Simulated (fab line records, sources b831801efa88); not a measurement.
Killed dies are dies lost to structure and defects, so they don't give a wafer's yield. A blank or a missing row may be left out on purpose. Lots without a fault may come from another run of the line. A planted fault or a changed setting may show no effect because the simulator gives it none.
Chamber matching | flow gf180mcu | GF_POLY_GATE_ETCH_13 on rie_si-01: 4 sister chambers
The step etches poly-Si in HBr/Cl2, stops on SiO2, target depth 198.5 nm, time 69.6 s. 4 wafers are shown with their chamber, then 7 later ones without.

WAFERS WITH THEIR CHAMBER
wafer  | chamber | drypump_motor_current_A (A)
L988.2 | 1       | 5.6
L995.6 | 2       | 6.2
L107.1 | 3       | 6.3
L107.2 | 0       | 6.0

WAFERS WITHOUT THEIR CHAMBER
wafer  | drypump_motor_current_A (A)
L107.5 | 6.0
L108.1 | 6.4
L108.2 | 6.0
L108.3 | 6.2
L109.1 | 5.6
L109.3 | 6.2
L109.4 | 6.4

WHICH CHAMBER EACH WENT THROUGH
wafer  | from the rows above     | in truth
L107.5 | 0                       | 0
L108.1 | can't be placed: 3 or 2 | 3
L108.2 | 0                       | 0
L108.3 | can't be placed: 2 or 3 | 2
L109.1 | 1                       | 1
L109.3 | can't be placed: 2 or 3 | 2
L109.4 | can't be placed: 3 or 2 | 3
Placed correctly: 3 of 7. Can't be placed from these rows: 4 (the true chamber is among the candidates in 4). Placed wrongly: 0.
How it was worked out, from the rows above alone: a wafer's distance from a chamber is the root of the sum, over the readings, of the square of ((its reading less the chamber's mean) divided by the reading's scatter). The wafer belongs to the nearest chamber; if the next one is less than 2 further off, it can't be placed. A chamber's mean is the mean of its shown wafers. The scatter: with one shown wafer a chamber, the root of the mean of the squares of how far each hidden wafer lies from its nearest shown one.
